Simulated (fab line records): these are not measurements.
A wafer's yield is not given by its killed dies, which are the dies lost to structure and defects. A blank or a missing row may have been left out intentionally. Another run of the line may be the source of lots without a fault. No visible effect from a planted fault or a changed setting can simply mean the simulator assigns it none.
The tool behind it: which one?	flow sky130	33 wafers from 11 lots sampled at 4 of the route's 708 steps

## WHAT EACH GAUGE READ, for each wafer
SKY_VT_ADJUST_NCORE_TW_MEAS_11.
lot	measured	on	VT_ADJUST_NCORE_TW
L590	day 8 17:27	filmMetro-01	222.5 222.2 222.3
L591	day 8 21:06	filmMetro-02	218.3 219.2 218.0
L596	day 10 05:37	filmMetro-01	221.7 223.1 221.2
L597	day 10 17:15	filmMetro-01	222.6 222.1 221.9
L600	day 11 10:10	filmMetro-03	205.7 207.4 206.2 206.4 207.2 207.0
L601	day 11 22:34	filmMetro-02	206.3 206.7 207.3 205.7 206.0 206.2
L603	day 12 18:27	filmMetro-01	212.1 210.5 211.5
L605	day 13 02:49	filmMetro-01	222.2 222.1 223.7
L609	day 14 09:59	filmMetro-01	220.9 221.7 220.6
L612	day 15 02:56	filmMetro-01	222.4 222.3 222.3
L613	day 15 11:50	filmMetro-02	215.8 215.5 215.8

## EACH LOT AND THE TOOL THAT RAN IT (in order: tool; ch and the chambers of the sampled wafers; start)
lot	SKY_FIELD_ISO_ETCH_14	SKY_VT_ADJUST_LVTN_STRIP_20	SKY_VT_ADJUST_NCORE_IMPLANT_09
L590	rieDiel-01 ch 1,2,3, day 2 06:04	plasmaAsher-01 ch 0,1, day 7 19:47	implanter-02 ch 0, day 8 17:12
L591	rieDiel-03 ch 0,1,3, day 2 10:34	plasmaAsher-04 ch 0,1, day 7 23:50	implanter-04 ch 0, day 8 20:51
L596	rieDiel-03 ch 0,2,3, day 3 12:16	plasmaAsher-02 ch 0,1, day 9 07:06	implanter-01 ch 0, day 10 05:24
L597	rieDiel-03 ch 1,2,3, day 3 19:52	plasmaAsher-02 ch 0,1, day 9 18:45	implanter-01 ch 0, day 10 17:02
L600	rieDiel-01 ch 0,1,2, day 4 08:37	plasmaAsher-01 ch 0, day 10 10:47	implanter-01 ch 0, day 11 09:56
L601	rieDiel-03 ch 0,2,3, day 4 14:28	plasmaAsher-01 ch 0,1, day 10 22:23	implanter-01 ch 0, day 11 22:19
L603	rieDiel-03 ch 0,2,3, day 5 00:17	plasmaAsher-04 ch 0,1, day 11 18:19	implanter-01 ch 0, day 12 18:14
L605	rieDiel-02 ch 0,1,3, day 5 10:11	plasmaAsher-02 ch 0,1, day 12 01:56	implanter-04 ch 0, day 13 02:35
L609	rieDiel-01 ch 1,3, day 6 10:02	plasmaAsher-02 ch 0,1, day 13 08:35	implanter-02 ch 0, day 14 09:44
L612	rieDiel-02 ch 1,2,3, day 7 00:31	plasmaAsher-01 ch 0,1, day 14 01:09	implanter-02 ch 0, day 15 02:43
L613	rieDiel-01 ch 0,1,2, day 7 05:10	plasmaAsher-01 ch 0,1, day 14 10:22	implanter-04 ch 0, day 15 11:37
- SKY_FIELD_ISO_ETCH_14: etches BARC in N2/H2, stops on SiO2, time 45.9 s, target depth 60 nm.
- SKY_VT_ADJUST_LVTN_STRIP_20: strips in O2/N2.
- SKY_VT_ADJUST_NCORE_IMPLANT_09

## THE ANSWER, worked out from the rows above alone
Rule: the lots themselves supply what counts as usual. Put in order of their means at a reading, lots are off if they are a third of the lots or fewer, leave a main group of 4 or more, and stand apart from it by a gap of 3 or more times the standard deviation of the main group's means; of several such gaps the widest counts. Not used: any main group whose means are identical at the precision the tables above print for the reading. A lot without any number at a reading at which 4 lots or more have one is off too. Where the step has rows for the other lots, those lots are counted as sound.
No lot is off on any of the readings shown, so nothing can be concluded from this.

## WHAT THE SIMULATOR HAD INSERTED
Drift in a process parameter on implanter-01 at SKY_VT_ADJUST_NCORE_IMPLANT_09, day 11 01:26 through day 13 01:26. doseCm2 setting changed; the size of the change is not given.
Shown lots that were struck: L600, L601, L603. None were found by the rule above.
